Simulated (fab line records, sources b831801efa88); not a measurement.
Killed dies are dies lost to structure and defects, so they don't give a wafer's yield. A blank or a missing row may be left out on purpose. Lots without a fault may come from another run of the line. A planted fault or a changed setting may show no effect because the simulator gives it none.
Tool commonality check | flow sky130 | 12 lots, 42 wafers sampled

WHY IT WAS OPENED
At SKY_SONOS_TUNNEL_TW_MEAS_12 the reading SONOS_TUNNEL_TW is flagged on 2 of 12 lots. Wafers without a fault read 196.3, standard deviation 0.83.
Rule: a lot is flagged when every wafer of it that has a number lies more than 4 standard deviations from that mean, or none has a number. The other lots count as sound.

lot  | measured     | on            | SONOS_TUNNEL_TW, wafer by wafer     | flag
L384 | day 11 03:42 | film_metro-04 | 196.0 195.9 196.6                   |
L386 | day 11 20:32 | film_metro-04 | 195.7 196.1 196.2                   |
L387 | day 12 04:12 | film_metro-03 | 197.6 197.1 196.8                   |
L392 | day 14 01:17 | film_metro-04 | 159.0 160.2 160.2 159.7 159.7 159.9 | FLAGGED
L393 | day 14 10:11 | film_metro-02 | 159.6 160.0 160.2 160.2 160.3 161.1 | FLAGGED
L400 | day 16 08:40 | film_metro-04 | 195.8 196.9 197.1                   |
L401 | day 16 21:28 | film_metro-02 | 197.2 195.6 195.3                   |
L402 | day 17 01:56 | film_metro-04 | 195.5 197.2 196.8                   |
L404 | day 17 21:56 | film_metro-03 | 196.9 196.9 196.9                   |
L403 | day 18 00:17 | film_metro-02 | 195.7 195.9 196.1                   |
L405 | day 18 20:22 | film_metro-04 | 196.3 196.2 196.8                   |
L406 | day 18 22:53 | film_metro-04 | 196.2 197.4 196.3                   |
The numbers of the flagged lots are 160.0 on average: -36.3 against the usual, or -44 standard deviations.

WHICH TOOL RAN EACH LOT
The record holds 1 process step before the reading, out of a route of 708 steps. In each cell: the tool, then ch and the chambers that the sampled wafers went through, then the start.
lot  | flag    | SKY_SONOS_TUNNEL_IMPLANT_09
L384 |         | implanter-01 ch 0, day 11 03:16
L386 |         | implanter-04 ch 0, day 11 20:06
L387 |         | implanter-02 ch 0, day 12 03:46
L392 | FLAGGED | implanter-01 ch 0, day 14 00:52
L393 | FLAGGED | implanter-01 ch 0, day 14 09:48
L400 |         | implanter-04 ch 0, day 16 08:17
L401 |         | implanter-01 ch 0, day 16 21:03
L402 |         | implanter-04 ch 0, day 17 01:33
L404 |         | implanter-04 ch 0, day 17 21:31
L403 |         | implanter-01 ch 0, day 17 23:52
L405 |         | implanter-01 ch 0, day 18 19:57
L406 |         | implanter-01 ch 0, day 18 22:28
What these steps do:
- SKY_SONOS_TUNNEL_IMPLANT_09
- SKY_SONOS_TUNNEL_TW_MEAS_12

FLAGGED OVER TOTAL, TOOL BY TOOL (the gauges that took the reading come last)
step                        | tool          | lots run | flagged | share of the flagged lots | sound lots run after its first flagged lot
SKY_SONOS_TUNNEL_IMPLANT_09 | implanter-01  | 7        | 2       | all                       | 4 (L401,L403,L405,L406)
SKY_SONOS_TUNNEL_IMPLANT_09 | implanter-02  | 1        | 0       | none                      | -
SKY_SONOS_TUNNEL_IMPLANT_09 | implanter-04  | 4        | 0       | none                      | -
SKY_SONOS_TUNNEL_TW_MEAS_12 | film_metro-02 | 3        | 1       | some                      | 2 (L401,L403)
SKY_SONOS_TUNNEL_TW_MEAS_12 | film_metro-03 | 2        | 0       | none                      | -
SKY_SONOS_TUNNEL_TW_MEAS_12 | film_metro-04 | 7        | 1       | some                      | 4 (L400,L402,L405,L406)

WHAT THE TABLE ALLOWS
1 row of the table ran every flagged lot: implanter-01 at SKY_SONOS_TUNNEL_IMPLANT_09.
- implanter-01 at SKY_SONOS_TUNNEL_IMPLANT_09: 2 of its 7 lots flagged. Sound lots ran on it after the first flagged one (L401, L403, L405, L406), which a lasting fault on the whole tool wouldn't allow. Its own readings lie more than 4 standard deviations out on every wafer of the flagged lots: dose_ions_cm2, faraday_current_uA.
No row of the table ran every flagged lot and no sound lot after the first.

WHAT THE SIMULATOR HAD PUT IN
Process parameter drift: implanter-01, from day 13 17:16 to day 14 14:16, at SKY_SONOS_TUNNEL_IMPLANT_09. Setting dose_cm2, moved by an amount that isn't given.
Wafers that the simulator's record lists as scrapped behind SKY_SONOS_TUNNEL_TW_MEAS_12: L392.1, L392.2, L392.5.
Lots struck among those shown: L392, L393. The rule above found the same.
